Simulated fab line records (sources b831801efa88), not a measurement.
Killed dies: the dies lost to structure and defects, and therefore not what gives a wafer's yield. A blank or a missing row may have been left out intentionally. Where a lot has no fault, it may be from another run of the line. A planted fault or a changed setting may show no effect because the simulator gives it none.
Code-filled problem report in 8D (eight disciplines) form | flow gf180mcu | the parts of the form that need people (team, actions taken, sign-off) are left out

== 1. THE ISSUE ==
Wafers free of any fault read 3177 (standard deviation 22) for PSD_TW at GF_PSD_TW_MEAS_11, against a mean of 3336 on 6 wafers of 2 lots. Measured from the usual mean, that is +7.2 standard deviations.
The first sign was on wafer L310.2 at day 20 08:11, on filmMetro-01. Wafers with a number at this step in the record: 33, from 11 lots. The rule behind "out" and "out of limits": a value lying over 4 standard deviations away from the usual mean. Any other wafer with a number is counted as sound.

== 2. WHAT IT IS, AND WHAT IT ISN'T ==
question                    | is                         | is not
which readings at this step | PSD_TW                     | -
which lots                  | L310, L313                 | L296, L297, L298, L300, L301, L302, L303, L305, L306
which wafers of those lots  | all that have a number     | -
read on which gauges        | filmMetro-01, filmMetro-02 | filmMetro-03
when                        | from day 20 08:11          | up to then (27 sound wafers)

== 3. SUSPECTS, AND WHAT RULES EACH OUT ==
Counting: a tool at any process step up to the reading remains a suspect when it ran all the lots that are out and ran no sound lot after the first of those.
- the gauge at GF_PSD_TW_MEAS_11: ruled out. The wafers that are out were read on 2 gauges (filmMetro-01, filmMetro-02).
- plasmaAsher-01 at GF_HV_LDD_STRIP_37 (strips in O2/N2): kept. It ran every lot that is out, first L310 (day 17 04:31), and no sound lot after that; its last sound lot up to then is L302 (day 13 14:10).
- implanter-03 at GF_PSD_IMPLANT_09: kept. It ran every lot that is out, first L310 (day 20 07:57), and no sound lot after that; its last sound lot up to then is L306 (day 18 16:05). Its own readings are out on those wafers: doseIonsCm2, faradayCurrentUA.
- plasmaAsher-02 at GF_PSD_STRIP_10 (strips in O2/N2): kept. It ran every lot that is out, first L310 (day 20 08:04), and no sound lot after that; its last sound lot up to then is L302 (day 16 08:31). Its own readings are out on those wafers: stripTimeToEndpointS.
After the count, these remain: plasmaAsher-01 at GF_HV_LDD_STRIP_37, implanter-03 at GF_PSD_IMPLANT_09 and plasmaAsher-02 at GF_PSD_STRIP_10.

== 4. THE CAUSE (what the simulator had put in) ==
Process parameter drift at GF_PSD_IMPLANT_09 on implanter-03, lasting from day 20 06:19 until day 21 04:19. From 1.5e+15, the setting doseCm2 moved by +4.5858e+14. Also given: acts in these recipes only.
3 suspects survive the count, and this tool is in that group.

== 5. SEQUENCE OF EFFECTS, ordered by route ==
One row per reading whose mean, taken over the struck wafers that have a number, lies over 3 standard deviations from the usual. Scope: only readings with a usual standard deviation given in the record; hours: median across lots of the time from each lot's start at the first step in this table that gives one to its start at this step; sigmas: change in usual standard deviations.
hours | step              | reading                | usual         | on struck wafers | change      | sigmas
0     | GF_PSD_IMPLANT_09 | doseIonsCm2            | 1.4997e+15    | 1.9591e+15       | +4.5943e+14 | +99 or more
0     | GF_PSD_IMPLANT_09 | endStationPressureTorr | 1.18e-05 Torr | 1.38e-05         | +1.97e-06   | +3.3
0     | GF_PSD_IMPLANT_09 | faradayCurrentUA       | 8258          | 10667            | +2409       | +13
0     | GF_PSD_STRIP_10   | oesProductAu           | 0.593 a.u.    | 0.574            | -0.019      | -3.8
0     | GF_PSD_STRIP_10   | stripTimeToEndpointS   | 16.52 s       | 17.40            | +0.88       | +22
0     | GF_PSD_TW_MEAS_11 | PSD_TW                 | 3177          | 3336             | +158        | +7.2
1     | GF_PSD_RS_MEAS_15 | PSD_RS                 | 108.7 ohm/sq  | 103.8            | -4.9        | -16
Here are the process steps it includes:
- GF_PSD_IMPLANT_09
- GF_PSD_STRIP_10: strips in O2/N2.
At these later measuring or inspecting steps, every struck wafer for which the step has a row has a number for every such reading, and none has moved that far: GF_SAB_OVL_MEAS_10.

== 6. HOW IT WOULD HAVE BEEN CAUGHT EARLIER ==
The first out-of-limits reading at a measuring or inspecting step in this record came at day 20 08:11, 2 hours after the fault's start at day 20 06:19.
The tool's own readings at GF_PSD_IMPLANT_09 were out on every struck wafer that the step has a row for (doseIonsCm2, faradayCurrentUA): an alarm limit on them would have fired on the first of those.
Of the lots that are out (2), L313 began GF_PSD_IMPLANT_09 on implanter-03 after day 20 08:11. Had the tool been put on hold then, it would have been spared.
